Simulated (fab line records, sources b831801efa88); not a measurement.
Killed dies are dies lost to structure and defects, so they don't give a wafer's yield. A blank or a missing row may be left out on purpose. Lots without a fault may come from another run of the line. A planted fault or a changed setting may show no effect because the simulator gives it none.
One fault seen from 2 desks | flow gf180mcu | each desk has only its own numbers; what lay behind them comes last

THE TOOL OWNER'S DESK: iline_stepper-01
The tool's own readings at GF_TOP_METAL_EXPOSE_11 (exposes mask MetalTop, target cd 440 nm): means of the sampled wafers that have a number, for each lot that ran on this tool. A lot is out of limits, marked OUT, if its mean lies more than 4 standard deviations from the usual mean; the brackets give that distance.
Columns: A = reticle_temp_C at GF_TOP_METAL_EXPOSE_11, usual 23.01 C
lot  | first seen here | A
L965 | day 27 11:22    | 23.12
L976 | day 31 04:49    | 23.01
L977 | day 31 06:31    | 23.06
This desk's finding: nothing out of limits on any of the 3 lots.

THE METROLOGY DESK
What the gauges read, lot by lot, whatever tool the lot ran on: means of the sampled wafers that have a number. A lot is out of limits, marked OUT, if its mean lies more than 4 standard deviations from the usual mean; the brackets give that distance.
Columns: A = cd_nm at GF_M5_CD_MEAS_07, usual 280.2 nm; B = V5_OVL at GF_V5_OVL_MEAS_15, usual -1 nm; C = cd_nm at GF_TOP_METAL_CD_MEAS_14, usual 440.1 nm
lot  | first seen here | A     | B  | C
L965 | day 26 01:43    | 280.1 | 7  | 438.9
L966 | day 26 11:26    | 282.6 | 1  | 438.4
L967 | day 26 21:14    | 279.8 | -3 | 438.3
L971 | day 28 03:02    | 281.4 | -1 | 439.4
L976 | day 29 22:23    | 278.8 | 3  | 420.7 (-8.4) OUT
L977 | day 30 00:38    | 281.7 | -2 | 426.2 (-6.1) OUT
L979 | day 30 14:16    | 280.1 | -5 | 443.5
L982 | day 31 06:01    | 280.0 | -1 | 439.1
L984 | day 31 18:59    | 277.9 | 1  | 436.6
L985 | day 32 01:26    | 280.2 | 1  | 440.4
L986 | day 32 03:59    | 278.7 | 2  | 440.8
L987 | day 32 13:13    | 280.6 | 2  | 441.3
This desk's finding: out of limits on L976, L977; first on L976, day 31 13:43 (cd_nm at GF_TOP_METAL_CD_MEAS_14). In limits: L965, L966, L967, L971, L979, L982, L984, L985, L986, L987.

PUT TOGETHER
The metrology desk could have raised an alarm at day 31 13:43, on L976, L977.
The tool owner's desk saw nothing out of limits.
The tool owner's desk has L976, L977 on record, within its limits.
Of the lots named, all ran GF_TOP_METAL_EXPOSE_11 on iline_stepper-01.

WHAT THE SIMULATOR HAD PUT IN
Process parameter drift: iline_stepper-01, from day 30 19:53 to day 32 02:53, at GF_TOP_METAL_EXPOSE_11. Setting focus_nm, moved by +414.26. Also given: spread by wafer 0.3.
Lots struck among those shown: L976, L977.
Hours from the fault's start to each desk's first reading out of limits: the metrology desk, 18.
